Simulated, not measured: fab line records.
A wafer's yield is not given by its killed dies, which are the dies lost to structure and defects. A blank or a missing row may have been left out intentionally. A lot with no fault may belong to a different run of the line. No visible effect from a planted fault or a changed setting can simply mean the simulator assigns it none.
The tool behind it: which one? ; flow sky130 ; 39 wafers from 13 lots sampled at 5 of the route's 708 steps

WHAT THE GAUGES SHOWED, per wafer
SKY_FIELD_ISO_THK_MEAS_25. Usual: FIELD_ISO_CVD_24_THK typically reads 598 nm, with standard deviation 6.
lot;measured;on;FIELD_ISO_CVD_24_THK (nm);flag
L812;day 2 17:40;filmMetro-03;591 598 592;
L815;day 3 09:01;filmMetro-01;600 599 594;
L816;day 3 09:06;filmMetro-03;606 604 598;
L817;day 3 16:58;filmMetro-01;596 598 610;
L818;day 3 20:30;filmMetro-03;594 591 599;
L819;day 4 00:09;filmMetro-02;601 605 606;
L820;day 4 08:41;filmMetro-01;597 596 605;
L821;day 4 14:02;filmMetro-01;592 586 594;
L822;day 4 16:49;filmMetro-02;589 588 599;
L824;day 5 05:45;filmMetro-03;604 603 595;
L825;day 5 09:26;filmMetro-02;603 604 598;
L828;day 6 05:09;filmMetro-01;605 600 601;
L832;day 7 05:13;filmMetro-02;601 604 596;

SKY_NWELL_THK_MEAS_02. Usual: NWELL_OXIDATION_THK typically reads 10.04 nm, with standard deviation 0.2.
lot;measured;on;NWELL_OXIDATION_THK (nm);flag
L812;day 3 00:59;filmMetro-03;9.99 10.01 10.06;
L815;day 3 13:17;filmMetro-04;9.81 9.76 9.76;
L816;day 3 13:25;filmMetro-03;10.35 10.46 10.48;
L817;day 3 20:49;filmMetro-03;9.91 9.68 9.65;
L818;day 4 01:26;filmMetro-04;10.13 10.22 10.11;
L819;day 4 08:04;filmMetro-02;10.44 10.23 10.28;
L820;day 4 16:40;filmMetro-02;10.23 9.93 10.06;
L821;day 4 20:27;filmMetro-04;10.14 10.16 10.14;
L822;day 4 21:51;filmMetro-02;9.99 10.12 10.02;
L824;day 5 12:14;filmMetro-04;10.12 10.11 10.04;
L825;day 5 22:07;filmMetro-02;10.24 10.43 10.20;
L828;day 6 16:17;filmMetro-02;9.79 10.03 9.77;
L832;day 7 09:28;filmMetro-04;10.05 10.07 9.95;

SKY_NWELL_RS_MEAS_29: a four-point-probe measurement. Usual: NWELL_RS typically reads 624.2 ohm/sq, with standard deviation 1.6.
lot;measured;on;NWELL_RS (ohm/sq);flag
L812;day 5 22:23;filmMetro-02;623.3 623.8 623.3;
L815;day 6 11:41;filmMetro-04;622.8 621.7 622.0;
L816;day 6 12:11;filmMetro-02;627.3 625.2 625.7;
L817;day 6 18:37;filmMetro-03;624.5 624.8 626.2;
L818;day 7 01:02;filmMetro-02;625.8 625.0 623.4;
L819;day 7 10:17;filmMetro-02;626.1 627.7 625.9;
L820;day 7 19:44;filmMetro-03;624.5 625.0 624.4;
L821;day 7 23:52;filmMetro-02;623.8 623.3 626.1;
L822;day 8 01:53;filmMetro-04;621.7 622.5 621.7;
L824;day 8 19:21;filmMetro-04;620.8 621.7 623.1;
L825;day 9 07:17;filmMetro-04;623.4 622.0 624.3;
L828;day 10 07:11;filmMetro-04;618.6 618.0 617.0;OFF
L832;day 11 02:35;filmMetro-04;618.3 619.8 619.0;OFF

WHICH TOOL RAN EACH LOT (tool, then ch and the chambers of the sampled wafers, then the start)
lot;SKY_NWELL_IMPLANT_12;SKY_NWELL_STRIP_14
L812;implanter-03 ch 0, day 5 03:06;plasmaAsher-01 ch 0,1, day 5 03:23
L815;implanter-03 ch 0, day 5 17:20;plasmaAsher-01 ch 0,1, day 5 17:38
L816;implanter-03 ch 0, day 5 17:52;plasmaAsher-02 ch 0,1, day 5 18:08
L817;implanter-03 ch 0, day 6 00:20;plasmaAsher-02 ch 0,1, day 6 00:38
L818;implanter-01 ch 0, day 6 06:38;plasmaAsher-02 ch 0,1, day 6 06:55
L819;implanter-03 ch 0, day 6 13:14;plasmaAsher-02 ch 0,1, day 6 13:32
L820;implanter-01 ch 0, day 6 22:56;plasmaAsher-01 ch 0,1, day 6 23:13
L821;implanter-01 ch 0, day 7 02:36;plasmaAsher-04 ch 0,1, day 7 02:53
L822;implanter-01 ch 0, day 7 04:53;plasmaAsher-04 ch 0,1, day 7 05:09
L824;implanter-02 ch 0, day 7 21:23;plasmaAsher-02 ch 0,1, day 7 21:41
L825;implanter-02 ch 0, day 8 09:15;plasmaAsher-04 ch 0,1, day 8 09:33
L828;implanter-03 ch 0, day 9 07:17;plasmaAsher-01 ch 0,1, day 9 07:35
L832;implanter-03 ch 0, day 10 02:05;plasmaAsher-02 ch 0,1, day 10 02:22
- SKY_NWELL_IMPLANT_12
- SKY_NWELL_STRIP_14: strips in O2/N2.

AS READ BY THE TOOLS THEMSELVES (means over the sampled wafers that have a number; for cases with no such wafer, the mark the record gives instead)
SKY_NWELL_IMPLANT_12. Usual: doseIonsCm2 1.3001e+12, standard deviation 1.3e+09; faradayCurrentUA 7.32, standard deviation 0.15.
lot;tool;doseIonsCm2;faradayCurrentUA;flag
L812;implanter-03;1.3004e+12;7.32;
L815;implanter-03;1.3004e+12;7.42;
L816;implanter-03;1.3003e+12;7.43;
L817;implanter-03;1.3008e+12;7.35;
L818;implanter-01;1.3005e+12;7.32;
L819;implanter-03;1.3008e+12;7.38;
L820;implanter-01;1.2988e+12;7.47;
L821;implanter-01;1.3015e+12;7.29;
L822;implanter-01;1.3003e+12;7.29;
L824;implanter-02;1.2995e+12;7.27;
L825;implanter-02;1.2981e+12;7.26;
L828;implanter-03;1.4897e+12;8.24;OFF
L832;implanter-03;1.4888e+12;8.39;OFF

SKY_NWELL_STRIP_14. Usual: drypumpMotorCurrentA 5.5 A, standard deviation 0.41; n2FlowSccm 300.0 sccm, standard deviation 0.91; oesProductAu 0.722 a.u., standard deviation 0.0043; stripTimeToEndpointS 36.92 s, standard deviation 0.092.
lot;tool;drypumpMotorCurrentA (A);n2FlowSccm (sccm);oesProductAu (a.u.);stripTimeToEndpointS (s);flag
L812;plasmaAsher-01;5.2;301.0;0.720;37.01;
L815;plasmaAsher-01;5.5;301.4;0.722;36.88;
L816;plasmaAsher-02;5.6;299.1;0.724;37.00;
L817;plasmaAsher-02;5.6;300.0;0.723;37.08;
L818;plasmaAsher-02;5.6;299.1;0.718;37.11;
L819;plasmaAsher-02;5.6;299.7;0.721;36.82;
L820;plasmaAsher-01;5.2;299.2;0.717;36.97;
L821;plasmaAsher-04;5.3;300.1;0.723;36.84;
L822;plasmaAsher-04;5.3;300.1;0.727;36.80;
L824;plasmaAsher-02;5.6;300.3;0.724;36.94;
L825;plasmaAsher-04;5.5;300.3;0.722;36.83;
L828;plasmaAsher-01;5.5;299.9;0.724;36.85;
L832;plasmaAsher-02;5.6;300.2;0.718;36.97;

THE ANSWER, worked out from the rows above alone
Rule: take the mean of a lot's wafers that have a number; if it is more than 3 standard deviations from the usual mean, the lot is off. A lot without any number at a reading at which 4 lots or more have one is off too. All remaining lots with rows at the step are treated as sound. First the gauges in route order, then the tools' own readings, where a lot's mean is used as printed above. The first step at which some lot is off is used, and at that step the reading that is off furthest; a lot without a number counts as furthest.
Off: L828, L832, seen at SKY_NWELL_RS_MEAS_29 (NWELL_RS).
If a tool, at a process step before that reading, ran all the lots that are off and no sound lot after the first of them, it fits. The gauges at SKY_NWELL_RS_MEAS_29 aren't tried: what is off there is off at SKY_NWELL_IMPLANT_12 too, on other tools, and a gauge's error can't cause that. One fits: implanter-03 at SKY_NWELL_IMPLANT_12. A fault onset in the window from L819 (day 6 13:14, its last sound lot) to L828 (day 9 07:17, its first lot off) fits.
The tool's own readings at SKY_NWELL_IMPLANT_12 bear it out: on the lots that are off they differ by more than 5 times the standard deviation of the sound lots' means. doseIonsCm2 reads 1.4892e+12 there against 1.3001e+12 on the sound lots; faradayCurrentUA reads 8.32 there against 7.35 on the sound lots.

WHAT THE SIMULATOR HAD PUT IN
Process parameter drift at SKY_NWELL_IMPLANT_12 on implanter-03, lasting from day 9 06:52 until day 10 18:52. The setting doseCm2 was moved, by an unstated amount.
Shown lots that were struck: L828, L832. Same finding as the rule above.
